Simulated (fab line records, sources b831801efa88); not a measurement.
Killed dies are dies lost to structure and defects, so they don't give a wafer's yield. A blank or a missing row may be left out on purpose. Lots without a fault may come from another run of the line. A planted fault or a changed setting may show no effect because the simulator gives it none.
Which tool did it? | flow sky130 | 6 lots, 18 wafers sampled, at 2 steps of a route of 708

WHAT THE GAUGES READ, wafer by wafer
SKY_VT_ADJUST_PCH_TW_MEAS_10.
lot  | measured     | on            | VT_ADJUST_PCH_TW
L256 | day 10 19:40 | film_metro-03 | 145.2 144.9 144.8
L261 | day 12 12:54 | film_metro-01 | 152.8 153.1 153.2
L266 | day 14 07:34 | film_metro-01 | 142.4 141.8 142.8
L272 | day 16 07:37 | film_metro-03 | 144.7 143.8 144.1
L274 | day 16 15:31 | film_metro-01 | 142.1 142.1 142.1
L277 | day 17 18:19 | film_metro-01 | 142.0 142.4 142.3

WHICH TOOL RAN EACH LOT (tool, then ch and the chambers of the sampled wafers, then the start)
lot  | SKY_VT_ADJUST_PCH_IMPLANT_08
L256 | implanter-01 ch 0, day 10 19:27
L261 | implanter-02 ch 0, day 12 12:39
L266 | implanter-03 ch 0, day 14 07:19
L272 | implanter-02 ch 0, day 16 07:22
L274 | implanter-03 ch 0, day 16 15:18
L277 | implanter-03 ch 0, day 17 18:04
- SKY_VT_ADJUST_PCH_IMPLANT_08

THE ANSWER, worked out from the rows above alone
Rule: what is usual is taken from the lots themselves. Put in order of their means at a reading, lots are off if they are a third of the lots or fewer, leave a main group of 4 or more, and stand apart from it by a gap of 3 or more times the standard deviation of the main group's means; of several such gaps the widest counts. A main group whose means are all the same, to the digits that the tables above print for the reading, isn't used. A lot without any number at a reading at which 4 lots or more have one is off too. The other lots that the step has rows for count as sound.
Off: L261, at SKY_VT_ADJUST_PCH_TW_MEAS_10 (VT_ADJUST_PCH_TW). The main group: mean 143.2, standard deviation 1.2.
A tool fits if, at a process step before that reading, it ran every lot that is off, and no sound lot after the first of them. The gauges at SKY_VT_ADJUST_PCH_TW_MEAS_10 are tried like those tools. None of those tried fits.

WHAT THE SIMULATOR HAD PUT IN
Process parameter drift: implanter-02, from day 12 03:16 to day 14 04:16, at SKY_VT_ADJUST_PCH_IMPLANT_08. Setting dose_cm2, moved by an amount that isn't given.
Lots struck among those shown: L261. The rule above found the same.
